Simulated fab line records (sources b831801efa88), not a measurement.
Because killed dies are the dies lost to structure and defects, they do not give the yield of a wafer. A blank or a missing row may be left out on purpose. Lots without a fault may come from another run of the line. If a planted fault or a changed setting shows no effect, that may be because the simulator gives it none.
Struck lot and sound lot, side by side | flow sky130 | 43 out of 708 route steps
Sound: these wafers, L361.1, L361.4, L361.5. Struck: wafer L368.5 (L368.2, L368.6, from the same lot, were not struck and are left out); the cause is given at the end.
Each step with rows lists, per side, the tool, then ch with its chambers, then its first start. Under that, the readings that differ: sound wafers | struck wafers | difference of the means | sigmas: that difference in standard deviations of wafers without a fault.
alike: readings with means less than 2 such deviations apart, plus words and numbers identical on both sides. not compared: withheld readings, readings lacking a value on some wafer, bounds such as >300 that could conceal the same value, and numbers that have no deviation in the record and whose values overlap.
Wherever a step has rows on one side only, a row that says differs or no value, or a row with sigmas, the two part there. Numbers that have no deviation but don't overlap get no sigmas and don't part them. Lack of a reading on every wafer of one side parts them only where that side has two or more wafers.

first, 1 step without rows for these wafers: SKY_VT_ADJUST_HVTP_IMPLANT_09.
SKY_VT_ADJUST_HVTP_STRIP_10: strips in O2/N2.
  sound on plasmaAsher-03 ch 0,1, day 7 20:20; struck on plasmaAsher-01 ch 1, day 9 11:19
  alike: drypumpMotorCurrentA, oesProductAu, stripTimeToEndpointS
  not compared: rfHoursCounterH
SKY_VT_ADJUST_HVTP_TW_MEAS_11:
  sound on filmMetro-02, day 7 20:26; struck on filmMetro-04, day 9 11:25
  alike: VT_ADJUST_HVTP_TW
then, 7 steps without rows for these wafers: SKY_VT_ADJUST_LVTN_DEHYDRATE_00 (time 60 s); SKY_VT_ADJUST_LVTN_HMDS_01 (prime time 60 s); SKY_VT_ADJUST_LVTN_COAT_02 (resist thk 3000 nm); SKY_VT_ADJUST_LVTN_SOFTBAKE_03; SKY_VT_ADJUST_LVTN_EXPOSE_04 (exposes mask NWM COMPLEMENT LESS NATIVE, target cd 840 nm); SKY_VT_ADJUST_LVTN_PEB_05; SKY_VT_ADJUST_LVTN_DEVELOP_06 (develop time 60 s).
SKY_VT_ADJUST_LVTN_OVL_MEAS_07:
  sound on overlay-02, day 8 17:22; struck on overlay-02, day 10 10:22
  alike: VT_ADJUST_LVTN_OVL
then, 1 step without rows for these wafers: SKY_VT_ADJUST_LVTN_IMPLANT_08.
SKY_VT_ADJUST_LVTN_STRIP_09: strips in O2/N2.
  sound on plasmaAsher-02 ch 0, day 8 17:33; struck on plasmaAsher-02 ch 1, day 10 10:33
  alike: drypumpMotorCurrentA, oesProductAu, stripTimeToEndpointS
  not compared: rfHoursCounterH
SKY_VT_ADJUST_LVTN_TW_MEAS_10:
  sound on filmMetro-01, day 8 17:39; struck on filmMetro-02, day 10 10:40
  alike: VT_ADJUST_LVTN_TW
then, 7 steps without rows for these wafers: SKY_VT_ADJUST_LVTN_DEHYDRATE_11 (time 60 s); SKY_VT_ADJUST_LVTN_HMDS_12 (prime time 60 s); SKY_VT_ADJUST_LVTN_COAT_13 (resist thk 1140 nm); SKY_VT_ADJUST_LVTN_SOFTBAKE_14 (time 60 s); SKY_VT_ADJUST_LVTN_EXPOSE_15 (exposes mask HVN STD DERIVED, target cd 600 nm); SKY_VT_ADJUST_LVTN_PEB_16; SKY_VT_ADJUST_LVTN_DEVELOP_17 (develop time 60 s).
SKY_VT_ADJUST_LVTN_OVL_MEAS_18:
  sound on overlay-02, day 9 15:25; struck on overlay-01, day 11 09:40
  alike: VT_ADJUST_LVTN_01_OVL
then, 1 step without rows for these wafers: SKY_VT_ADJUST_LVTN_IMPLANT_19.
SKY_VT_ADJUST_LVTN_STRIP_20: strips in O2/N2.
  sound on plasmaAsher-01 ch 0,1, day 9 15:37; struck on plasmaAsher-02 ch 1, day 11 09:55
reading                  | sound             | struck | difference | sigmas
stripTimeToEndpointS (s) | 14.18 14.21 14.16 | 14.29  | +0.11      | +3
  alike: drypumpMotorCurrentA, oesProductAu
  not compared: rfHoursCounterH
SKY_VT_ADJUST_LVTN_TW_MEAS_21:
  sound on filmMetro-01, day 9 15:43; struck on filmMetro-04, day 11 10:02
  alike: VT_ADJUST_LVTN_2_TW
then, 7 steps without rows for these wafers: SKY_VT_ADJUST_NCORE_DEHYDRATE_00 (time 60 s); SKY_VT_ADJUST_NCORE_HMDS_01 (prime time 60 s); SKY_VT_ADJUST_NCORE_COAT_02 (resist thk 1140 nm); SKY_VT_ADJUST_NCORE_SOFTBAKE_03 (time 60 s); SKY_VT_ADJUST_NCORE_EXPOSE_04 (exposes mask LVTN COMPLEMENT THIN, target cd 380 nm); SKY_VT_ADJUST_NCORE_PEB_05; SKY_VT_ADJUST_NCORE_DEVELOP_06 (develop time 61.49 s).
SKY_VT_ADJUST_NCORE_CD_MEAS_07: target cd 380 nm.
  sound on cdSem-02, day 10 13:46; struck on cdSem-02, day 12 08:56
  alike: cdNm
SKY_VT_ADJUST_NCORE_OVL_MEAS_08:
  sound on overlay-01, day 10 13:53; struck on overlay-02, day 12 09:03
  alike: VT_ADJUST_NCORE_OVL
then, 1 step without rows for these wafers: SKY_VT_ADJUST_NCORE_IMPLANT_09.
SKY_VT_ADJUST_NCORE_STRIP_10: strips in O2/N2.
  sound on plasmaAsher-01 ch 0,1, day 10 14:04; struck on plasmaAsher-04 ch 1, day 12 09:14
  alike: drypumpMotorCurrentA, oesProductAu, stripTimeToEndpointS
  not compared: rfHoursCounterH
SKY_VT_ADJUST_NCORE_TW_MEAS_11:
  sound on filmMetro-01, day 10 14:10; struck on filmMetro-03, day 12 09:20
  alike: VT_ADJUST_NCORE_TW
then, 5 steps without rows for these wafers: SKY_VT_ADJUST_HVTR_DEHYDRATE_00 (time 60 s); SKY_VT_ADJUST_HVTR_HMDS_01 (prime time 60 s); SKY_VT_ADJUST_HVTR_COAT_02 (resist thk 1140 nm); SKY_VT_ADJUST_HVTR_SOFTBAKE_03 (time 60 s); SKY_VT_ADJUST_HVTR_EXPOSE_04 (exposes mask HVTRM, target cd 380 nm).
-- a jump in the record: the struck wafers' starts before and after are 37 days apart (it breaks off in module VT_ADJUST_HVTR and resumes in module PAD_OPEN, where the first step shown is number 708 of the route) --
SKY_PAD_OPEN_PROBE_99:
  the record has rows for the struck wafers here (prober-02, day 49 08:43) and none for the sound ones

WHERE THEY PART
At SKY_VT_ADJUST_LVTN_STRIP_20 first; at SKY_PAD_OPEN_PROBE_99 last (within this record only).

WHY: what had been put in by the simulator
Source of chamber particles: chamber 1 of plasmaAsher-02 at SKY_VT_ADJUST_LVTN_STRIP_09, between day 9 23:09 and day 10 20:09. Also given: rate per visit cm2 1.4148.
